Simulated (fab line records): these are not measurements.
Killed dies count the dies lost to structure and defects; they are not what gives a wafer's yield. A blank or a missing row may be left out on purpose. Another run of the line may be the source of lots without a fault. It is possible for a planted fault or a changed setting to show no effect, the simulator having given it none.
Struck lot and sound lot, side by side :: flow sfq line :: 21 steps out of a route of 325
Sound: these wafers, L602.1, L602.2, L602.5. Wafers L595.1, L595.3, L595.5 were the ones struck. At the end, the cause is stated.
Each step with rows lists, per side, the tool, then ch with its chambers, then its first start. Under that, the readings that differ: sound wafers :: struck wafers :: difference of the means :: sigmas: that difference in standard deviations of wafers without a fault.
alike: a reading whose means differ by less than 2 such deviations, as well as words and numbers matching on both sides. not compared: withheld readings; readings where some wafer has no value; bounds like >300 that might hide an equal value; numbers whose values overlap and for which the record gives no deviation.
Wherever a step has rows on one side only, a row that says differs or no value, or a row with sigmas, the two part there. When numbers do not overlap yet have no deviation, they are printed without sigmas and do not part them. Lack of a reading on every wafer of one side parts them only where that side has two or more wafers.

SFQ_TRILAYER_M5_ETCH_METAL_ETCH_126: etches Nb in Cl2/BCl3, stops on SiO2, time 203.2 s, target depth 265 nm.
  sound on rie metal-03 ch 0,1, day 69 00:18; struck on rie metal-01 ch 0,1, day 62 22:36
  alike: chamber pressure mTorr, drypump motor current A, oes product au
  not compared: rf hours counter h
SFQ_TRILAYER_M5_STRIP_STRIP_127: strips in O2.
  sound on rie metal-03 ch 0,1, day 69 00:29; struck on rie metal-01 ch 0,1, day 62 22:47
reading: oes product au (a.u.)
sound: 0.985 1.004 0.993
struck: 1.009 1.046 1.026
difference: +0.033
sigmas: +2
  alike: chamber pressure mTorr, drypump motor current A
  not compared: rf hours counter h
then, 2 steps without rows for these wafers: SFQ_TRILAYER_M5_STRIP_SOLV_CLEAN_128 (cleans in NMP, time 600 s); SFQ_TRILAYER_A5B_DEP_PECVD_129 (deposits SiO2 from SiH4/N2O, time 133.33 s, target thk 600 nm).
SFQ_TRILAYER_A5B_CMP_CMP_130: polishes, stops on Nb, target thk 340.7 nm.
  sound on cmp-01 ch 1,2, day 69 01:52; struck on cmp-02 ch 1,3, day 63 03:10
  alike: motor current A
then, 1 step without rows for these wafers: SFQ_TRILAYER_A5B_METRO_MEASURE_131.
SFQ_TRILAYER_R5_DEP_SPUTTER_132: material Ti, target thk 5 nm, time 5 s.
  sound on pvd sputter-03, day 69 05:34; struck on pvd sputter-05, day 63 06:52
  alike: base pressure pa, throttle valve pct
then, 2 steps without rows for these wafers: SFQ_TRILAYER_R5_DEP_SPUTTER_133 (material MoNx, target thk 40 nm, time 66.7 s); SFQ_TRILAYER_R5_DEP_SPUTTER_134 (material Ti, target thk 5 nm, time 5 s).
SFQ_R5_RS_MEAS_933: measures by four-point-probe.
  sound on film metro-04, day 69 05:39; struck on film metro-03, day 63 06:57
  alike: R5_MONX_RS
SFQ_R5_THK_MEAS_934: measures by xrf.
  sound on film metro-04, day 69 05:46; struck on film metro-03, day 63 07:04
  alike: R5_MONX_THK
then, 1 step without rows for these wafers: SFQ_TRILAYER_R5_LITHO_COAT_141 (resist thk 62 nm).
SFQ_TRILAYER_R5_LITHO_COAT_136: resist thk 600 nm.
  sound on litho track-04 ch 0, day 69 06:08; struck on litho track-01 ch 0, day 63 07:26
reading: spin speed rpm (rpm)
sound: 3001.9 3007.0 3001.4
struck: 1983.8 1984.2 1985.3
difference: -1019.0
sigmas: -99 or more

reading: model.KrF_of_TRILAYER_R5_LITHO_COAT_136.thk nm (nm)
sound: 602.5 603.3 600.9
struck: 739 738.5 740.5
difference: +137
sigmas: 
then, 4 steps without rows for these wafers: SFQ_TRILAYER_R5_LITHO_SOFTBAKE_140; SFQ_TRILAYER_R5_LITHO_EXPOSE_137 (exposes mask R5, target cd 500 nm); SFQ_TRILAYER_R5_LITHO_PEB_139 (peb time 60 s); SFQ_TRILAYER_R5_LITHO_DEVELOP_138 (time 60 s).
-- the record jumps here: 4 days lie between the struck wafers' starts before and after --
SFQ_R5_OVL_MEAS_935:
  sound on overlay-02, day 69 10:04; struck on overlay-02, day 67 11:31
  alike: R5_OVL
SFQ_TRILAYER_R5_BARC_OPEN_METAL_ETCH_177: etches BARC in O2, target depth 125 nm, time 41.7 s.
  sound on rie metal-01 ch 0,1, day 69 10:06; struck on rie metal-02 ch 0,1, day 67 11:33
reading: drypump motor current A (A)
sound: 6.07 6.32 6.33
struck: 5.75 5.63 5.63
difference: -0.57
sigmas: -3

reading: model.R5.cd nm (nm)
sound: 500.4 498.6 499.4
struck: 504.1 502.7 502.3
difference: +3.6
sigmas: 
  alike: chamber pressure mTorr, oes product au
  not compared: rf hours counter h
SFQ_TRILAYER_R5_ETCH_METAL_ETCH_139: etches the open film in Cl2, stops on SiO2, target depth 60 nm, time 40 s.
  sound on rie metal-01 ch 0,1, day 69 10:10; struck on rie metal-02 ch 0,1, day 67 11:37
reading: drypump motor current A (A)
sound: 6.07 6.30 6.29
struck: 5.73 5.65 5.62
difference: -0.55
sigmas: -3

reading: model.KrF_of_TRILAYER_R5_LITHO_COAT_136.thk nm (nm)
sound: 498.5 502 499.3
struck: 638.6 636.5 638.8
difference: +138.0
sigmas: 

reading: model.R5.cd nm (nm)
sound: 500.6 498.8 499.4
struck: 503.5 502.8 502.5
difference: +3.3
sigmas: 
  alike: chamber pressure mTorr, oes product au
  not compared: rf hours counter h
SFQ_TRILAYER_R5_STRIP_STRIP_140: strips in O2.
  sound on rie metal-01 ch 0,1, day 69 10:13; struck on rie metal-02 ch 0,1, day 67 11:40
reading: drypump motor current A (A)
sound: 6.10 6.33 6.33
struck: 5.75 5.61 5.64
difference: -0.59
sigmas: -3
  alike: chamber pressure mTorr, oes product au
  not compared: rf hours counter h

## WHERE THEY PART
Last at SFQ_TRILAYER_R5_STRIP_STRIP_140 as far as this record goes, first at SFQ_TRILAYER_M5_STRIP_STRIP_127.

WHY: whatever the simulator had introduced
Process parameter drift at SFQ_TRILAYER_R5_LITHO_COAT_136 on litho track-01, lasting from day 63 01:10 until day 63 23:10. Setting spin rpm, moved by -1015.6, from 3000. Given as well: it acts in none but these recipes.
